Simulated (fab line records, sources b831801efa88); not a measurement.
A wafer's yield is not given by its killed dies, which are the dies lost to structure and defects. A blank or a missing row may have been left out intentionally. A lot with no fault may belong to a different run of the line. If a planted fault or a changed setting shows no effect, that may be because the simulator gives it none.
Matching of chambers :: flow gf180mcu :: GF_V4_CMP_26 on cmp-01: 3 sister chambers
The step polishes, stops on SiO2, t overpolish 15 s, target thk 0 nm. 6 wafers are shown with their chamber, then 6 later ones without.

## WAFERS, EACH WITH ITS CHAMBER
wafer: L449.5
chamber: 1
motorCurrentA (A): 10.4
timeToEndpointS (s): 86

wafer: L450.3
chamber: 2
motorCurrentA (A): 10.1
timeToEndpointS (s): 84

wafer: L450.4
chamber: 0
motorCurrentA (A): 11.2
timeToEndpointS (s): 86

wafer: L450.6
chamber: 1
motorCurrentA (A): 11.5
timeToEndpointS (s): 82

wafer: L454.1
chamber: 0
motorCurrentA (A): 11.4
timeToEndpointS (s): 94

wafer: L454.2
chamber: 2
motorCurrentA (A): 10.2
timeToEndpointS (s): 86

## WAFERS WITHOUT THEIR CHAMBER
wafer: L454.4
motorCurrentA (A): 12.0
timeToEndpointS (s): 87

wafer: L455.1
motorCurrentA (A): 9.9
timeToEndpointS (s): 81

wafer: L455.3
motorCurrentA (A): 10.9
timeToEndpointS (s): 84

wafer: L455.5
motorCurrentA (A): 9.4
timeToEndpointS (s): 86

wafer: L456.1
motorCurrentA (A): 11.2
timeToEndpointS (s): 84

wafer: L456.2
motorCurrentA (A): 11.0
timeToEndpointS (s): 92

## CHAMBER TAKEN BY EACH
wafer: L454.4
from the rows above: can't be placed: 0 or 1
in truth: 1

wafer: L455.1
from the rows above: can't be placed: 2 or 1
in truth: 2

wafer: L455.3
from the rows above: can't be placed: 1 or 2 or 0
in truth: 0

wafer: L455.5
from the rows above: can't be placed: 2 or 1
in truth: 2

wafer: L456.1
from the rows above: can't be placed: 1 or 0 or 2
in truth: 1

wafer: L456.2
from the rows above: can't be placed: 0 or 1 or 2
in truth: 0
0 of 6 placed correctly. From these rows, 6 cannot be placed; in 6 the true chamber is one of the candidates. Placed wrongly: 0.
How it was worked out, from the rows above alone: a wafer's distance from a chamber is the root of the sum, over the readings, of the square of ((its reading less the chamber's mean) divided by the reading's scatter). The wafer belongs to the nearest chamber; if the next one is less than 2 further off, it can't be placed. The mean given for a chamber averages the wafers shown for that chamber. The scatter is the square root of a quotient: the sum, over the shown wafers, of each reading's squared deviation from its chamber's mean, divided by wafers minus chambers.
